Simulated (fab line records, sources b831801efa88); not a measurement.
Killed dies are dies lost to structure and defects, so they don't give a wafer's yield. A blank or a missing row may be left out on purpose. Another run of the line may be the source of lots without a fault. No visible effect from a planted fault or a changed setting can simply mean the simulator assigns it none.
A lot that was struck, set against a sound lot || flow gf180mcu || 18 steps out of a route of 602
Sound: wafers L779.1, L779.3, L779.4. The struck wafers were L785.2, L785.3, L785.6. Last of all comes the cause.
At each step with rows: each side's tool, then ch and its chambers, then its first start. Under that, the readings that differ: sound wafers || struck wafers || difference of the means || sigmas: that difference in standard deviations of wafers without a fault.
alike: readings whose means differ by less than 2 such deviations, and words and numbers that are the same on both sides. not compared: withheld readings, readings that some wafer has no value for, bounds like >300 that may hide the same value, and numbers for which the record gives no deviation and whose values overlap.
The two part at a step that has a row with sigmas, a row that says differs or no value, or rows on one side only. Non-overlapping numbers with no deviation appear without sigmas and do not part them. A reading missing from all wafers of one side parts the sides only when that side holds two or more wafers.

first, 3 steps without rows for these wafers: GF_V2_EXPOSE_11 (exposes mask Via2, target cd 260 nm); GF_V2_PEB_12 (peb time 90 s); GF_V2_DEVELOP_13 (develop time 60 s).
GF_V2_CD_MEAS_14: target cd 260 nm.
  sound on cd-sem-02 at day 21 09:38; struck on cd-sem-02 at day 23 11:07
  alike: cd-nm
GF_V2_OVL_MEAS_15:
  sound on overlay-02 at day 21 09:46; struck on overlay-01 at day 23 11:13
  alike: V2_OVL
GF_V2_ETCH_16: etches BARC in N2/H2.
  sound on rie-diel-03 ch 0,1,2, day 21 09:47; struck on rie-diel-02 ch 0,1, day 23 11:14
  alike: drypump-motor-current-A, n2-flow-sccm, oes-product-au, throttle-valve-pct
GF_V2_ETCH_17: etches SiO2 in C4F8/O2/Ar, stops on TiN, target depth 630 nm.
  sound on rie-diel-03 ch 0,1,2; struck on rie-diel-02 ch 0,1
  alike: oes-product-au
GF_V2_STRIP_18: strips in O2/N2.
  sound on plasma-asher-02 ch 0,1, day 21 09:55; struck on plasma-asher-04 ch 1, day 23 11:22
  alike: drypump-motor-current-A, heater-power-w, n2-flow-sccm, oes-product-au
  not compared: rf-hours-counter-h
then, 2 steps without rows for these wafers: GF_V2_STRIP_19 (strips in post etch residue remover, time 1200 s); GF_V2_CLEAN_20 (cleans in DIW).
GF_V2_SPUTTER_21: material Ti, target thk 15 nm, time 80.02 s.
  sound on pvd-sputter-01 at day 21 10:29; struck on pvd-sputter-03 at day 23 11:55
  alike: throttle-valve-pct
then, 1 step without rows for these wafers: GF_V2_SPUTTER_22 (material TiN, target thk 10 nm, time 40 s).
GF_V2_CVD_23: deposits W, target thk 350 nm, time 104.94 s.
  sound on cvd-w-01 ch 0,1, day 21 10:35; struck on cvd-w-01 ch 0,1, day 23 12:01
{"reading": "heater-power-w (W)", "sound": "895 894 729", "struck": "967 1002 1269", "difference": "+240", "sigmas": "+2"}
{"reading": "susceptor-temp-C (C)", "sound": "400.32 399.87 400.17", "struck": "453.64 453.64 453.04", "difference": "+53.32", "sigmas": "+99 or more"}
{"reading": "model.W_of_V2_CVD_23.thk-nm (nm)", "sound": "349.2 341 339.6", "struck": "578.5 580.4 579.4", "difference": "+236.2", "sigmas": ""}
  alike: heater-power-outer-w
GF_V2_RS_MEAS_24: uses a four-point probe to measure.
  sound on film-metro-03 at day 21 10:42; struck on film-metro-02 at day 23 12:08
{"reading": "V2_W_RS (ohm/sq)", "sound": "0.328 0.336 0.337", "struck": "0.198 0.197 0.197", "difference": -0.136, "sigmas": -36}
GF_V2_THK_MEAS_25: measures by xrf.
  sound on film-metro-03 at day 21 10:49; struck on film-metro-02 at day 23 12:15
{"reading": "V2_W_THK (nm)", "sound": "352 345 343", "struck": "567 568 568", "difference": "+221", "sigmas": "+51"}
GF_V2_CMP_26: polishes, stops on SiO2, t overpolish 15 s, target thk 0 nm.
  sound on cmp-02 ch 0,2,3, day 21 10:53; struck on cmp-01 ch 2,3, day 23 12:18
{"reading": "time-to-endpoint-s (s)", "sound": "84 79 78", "struck": "141 141 140", "difference": "+60", "sigmas": "+17"}
  alike: motor-current-A, slurry-filter-dp-kPa
GF_M3_SPUTTER_00: material Ti, target thk 37.5 nm, time 150 s.
  sound on pvd-sputter-01 at day 21 11:11; struck on pvd-sputter-01 at day 23 12:36
  alike: throttle-valve-pct
GF_PASSIVATION_PROBE_99:
  the record has rows for the sound wafers here (prober-02, day 29 21:39) and none for the struck ones

== WHERE THEY PART ==
Earliest at GF_V2_CVD_23; latest, in this record, at GF_PASSIVATION_PROBE_99.

WHY: what the simulator had put in
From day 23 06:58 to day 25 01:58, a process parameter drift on cvd-w-01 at GF_V2_CVD_23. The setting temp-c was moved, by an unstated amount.
